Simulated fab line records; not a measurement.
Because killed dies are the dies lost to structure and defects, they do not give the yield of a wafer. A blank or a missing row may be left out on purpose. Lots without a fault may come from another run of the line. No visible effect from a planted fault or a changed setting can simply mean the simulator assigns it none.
A lot that was struck, set against a sound lot -- flow sky130 -- 25 steps out of a route of 708
Sound: these wafers, L339.1, L339.4, L339.6. Wafers struck: L326.2, L326.4, L326.6. The cause is named last.
Each step with rows lists, per side, the tool, then ch with its chambers, then its first start. Under that, the readings that differ: sound wafers -- struck wafers -- difference of the means -- sigmas: that difference in standard deviations of wafers without a fault.
alike: readings whose means differ by less than 2 such deviations, and words and numbers that are the same on both sides. not compared: withheld readings, readings that some wafer has no value for, bounds like >300 that may hide the same value, and numbers for which the record gives no deviation and whose values overlap.
Wherever a step has rows on one side only, a row that says differs or no value, or a row with sigmas, the two part there. Non-overlapping numbers with no deviation appear without sigmas and do not part them. A reading missing from all wafers of one side parts the sides only when that side holds two or more wafers.

SKY_NWELL_RS_MEAS_31: measurement is done with a four-point probe.
  sound on film_metro-01, day 10 21:14; struck on film_metro-01, day 7 14:59
  alike: PWDE_RS
then, 7 steps without rows for these wafers: SKY_VT_ADJUST_HVTP_DEHYDRATE_00 (time 60 s); SKY_VT_ADJUST_HVTP_HMDS_01 (prime time 60 s); SKY_VT_ADJUST_HVTP_COAT_02 (resist thk 1140 nm); SKY_VT_ADJUST_HVTP_SOFTBAKE_03 (time 60 s); SKY_VT_ADJUST_HVTP_EXPOSE_04 (exposes mask HVTPM, target cd 380 nm); SKY_VT_ADJUST_HVTP_PEB_05; SKY_VT_ADJUST_HVTP_DEVELOP_06 (develop time 60 s).
SKY_VT_ADJUST_HVTP_CD_MEAS_07: target cd 380 nm.
  sound on cd_sem-02, day 11 20:29; struck on cd_sem-02, day 8 11:45
  alike: cd_nm
SKY_VT_ADJUST_HVTP_OVL_MEAS_08:
  sound on overlay-01, day 11 20:36; struck on overlay-02, day 8 11:52
  alike: VT_ADJUST_HVTP_OVL
after that, 1 step had no rows for these wafers: SKY_VT_ADJUST_HVTP_IMPLANT_09.
SKY_VT_ADJUST_HVTP_STRIP_10: strips in O2/N2.
  sound on plasma_asher-04 ch 0,1, day 11 20:47; struck on plasma_asher-04 ch 0,1, day 8 12:02
  no value came back on the struck wafers for chamber_pressure_mTorr (mTorr), drypump_motor_current_A (A), oes_product_au (a.u.), strip_time_to_endpoint_s (s); on the sound wafers chamber_pressure_mTorr (mTorr) reads 1499.9 1500.6 1500.7
reading,sound,struck,difference,sigmas
model.NOVOLAK_of_VT_ADJUST_HVTP_COAT_02.thk_nm (nm),0 0 0,1146 1146 1143,+1145,
  not compared: rf_hours_counter_h
SKY_VT_ADJUST_HVTP_TW_MEAS_11:
  sound on film_metro-04, day 11 20:53; struck on film_metro-02, day 8 12:09
reading,sound,struck,difference,sigmas
VT_ADJUST_HVTP_TW,1368 1370 1379,1358 1340 1349,-23,-2
then, 7 steps without rows for these wafers: SKY_VT_ADJUST_LVTN_DEHYDRATE_00 (time 60 s); SKY_VT_ADJUST_LVTN_HMDS_01 (prime time 60 s); SKY_VT_ADJUST_LVTN_COAT_02 (resist thk 3000 nm); SKY_VT_ADJUST_LVTN_SOFTBAKE_03; SKY_VT_ADJUST_LVTN_EXPOSE_04 (exposes mask NWM COMPLEMENT LESS NATIVE, target cd 840 nm); SKY_VT_ADJUST_LVTN_PEB_05; SKY_VT_ADJUST_LVTN_DEVELOP_06 (develop time 60 s).
SKY_VT_ADJUST_LVTN_OVL_MEAS_07:
  sound on overlay-01, day 12 20:41; struck on overlay-02, day 9 09:23
  alike: VT_ADJUST_LVTN_OVL
after that, 1 step had no rows for these wafers: SKY_VT_ADJUST_LVTN_IMPLANT_08.
SKY_VT_ADJUST_LVTN_STRIP_09: strips in O2/N2.
  sound on plasma_asher-01 ch 0,1, day 12 20:53; struck on plasma_asher-03 ch 0,1, day 9 09:34
reading,sound,struck,difference,sigmas
strip_time_to_endpoint_s (s),36.96 37.12 36.94,53.78 53.65 53.68,+16.70,+99 or more
  alike: chamber_pressure_mTorr, drypump_motor_current_A, oes_product_au
  not compared: rf_hours_counter_h
SKY_VT_ADJUST_LVTN_TW_MEAS_10:
  sound on film_metro-04, day 12 20:59; struck on film_metro-02, day 9 09:41
reading,sound,struck,difference,sigmas
VT_ADJUST_LVTN_TW,243.1 243.1 244.1,30.0 30.0 30.1,-213.4,-99 or more
then, 1 step without rows for these wafers: SKY_VT_ADJUST_LVTN_DEHYDRATE_11 (time 60 s).

## WHERE THEY PART
At SKY_VT_ADJUST_HVTP_STRIP_10 first; at SKY_VT_ADJUST_LVTN_TW_MEAS_10 last (within this record only).

WHY: the cause the simulator had injected
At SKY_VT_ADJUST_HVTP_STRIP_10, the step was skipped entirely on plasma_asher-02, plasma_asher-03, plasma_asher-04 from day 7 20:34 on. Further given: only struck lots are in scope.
